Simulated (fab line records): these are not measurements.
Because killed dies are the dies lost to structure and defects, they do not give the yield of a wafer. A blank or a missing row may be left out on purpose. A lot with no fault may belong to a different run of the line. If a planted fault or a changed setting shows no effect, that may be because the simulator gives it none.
Which tool is to blame? | flow gf180mcu | 18 wafers from 6 lots sampled at 4 of the route's 602 steps

## WHAT EACH GAUGE READ, for each wafer
GF_M4_THK_MEAS_06: measures by xrf.
lot  | measured     | on            | M4_ALCU_THK (nm)
L468 | day 23 05:44 | film_metro-01 | 438 440 436
L470 | day 23 21:39 | film_metro-04 | 441 440 438
L479 | day 26 23:53 | film_metro-01 | 410 410 408
L481 | day 27 15:35 | film_metro-01 | 419 418 418
L483 | day 28 01:44 | film_metro-02 | 446 444 444
L487 | day 29 07:14 | film_metro-04 | 441 445 444

## EACH LOT AND THE TOOL THAT RAN IT (in order: tool; ch and the chambers of the sampled wafers; start)
lot  | GF_M3_SPUTTER_01             | GF_M4_SPUTTER_00             | GF_M4_SPUTTER_04
L468 | pvd_sputter-01, day 21 03:36 | pvd_sputter-01, day 23 05:24 | pvd_sputter-01, day 23 05:35
L470 | pvd_sputter-04, day 21 20:11 | pvd_sputter-03, day 23 21:19 | pvd_sputter-03, day 23 21:29
L479 | pvd_sputter-01, day 25 03:14 | pvd_sputter-02, day 26 23:32 | pvd_sputter-02, day 26 23:44
L481 | pvd_sputter-01, day 25 18:51 | pvd_sputter-02, day 27 15:15 | pvd_sputter-02, day 27 15:26
L483 | pvd_sputter-04, day 26 06:30 | pvd_sputter-01, day 28 01:23 | pvd_sputter-01, day 28 01:34
L487 | pvd_sputter-03, day 27 13:10 | pvd_sputter-01, day 29 06:53 | pvd_sputter-01, day 29 07:04
- GF_M3_SPUTTER_01: material TiN, target thk 30 nm, time 25 s.
- GF_M4_SPUTTER_00: material Ti, target thk 37.5 nm, time 150 s.
- GF_M4_SPUTTER_04: material TiN, target thk 50 nm, time 41.7 s.

## THE ANSWER, worked out from the rows above alone
Rule: what is usual is taken from the lots themselves. Put in order of their means at a reading, lots are off if they are a third of the lots or fewer, leave a main group of 4 or more, and stand apart from it by a gap of 3 or more times the standard deviation of the main group's means; of several such gaps the widest counts. The tables above print the reading to a certain number of digits; a main group whose means all agree to those digits is not used. A lot without any number at a reading at which 4 lots or more have one is off too. All remaining lots with rows at the step are treated as sound.
Off: L479, L481, at GF_M4_THK_MEAS_06 (M4_ALCU_THK). The main group: mean 441 nm, standard deviation 2.7.
A tool fits if, at a process step before that reading, it ran every lot that is off, and no sound lot after the first of them. Gauges at GF_M4_THK_MEAS_06: tried the same way as those tools. Can't be told from this: 3 tools fit, pvd_sputter-01 at GF_M3_SPUTTER_01, pvd_sputter-02 at GF_M4_SPUTTER_00 and GF_M4_SPUTTER_04, film_metro-01 at GF_M4_THK_MEAS_06.

## WHAT THE SIMULATOR PUT IN
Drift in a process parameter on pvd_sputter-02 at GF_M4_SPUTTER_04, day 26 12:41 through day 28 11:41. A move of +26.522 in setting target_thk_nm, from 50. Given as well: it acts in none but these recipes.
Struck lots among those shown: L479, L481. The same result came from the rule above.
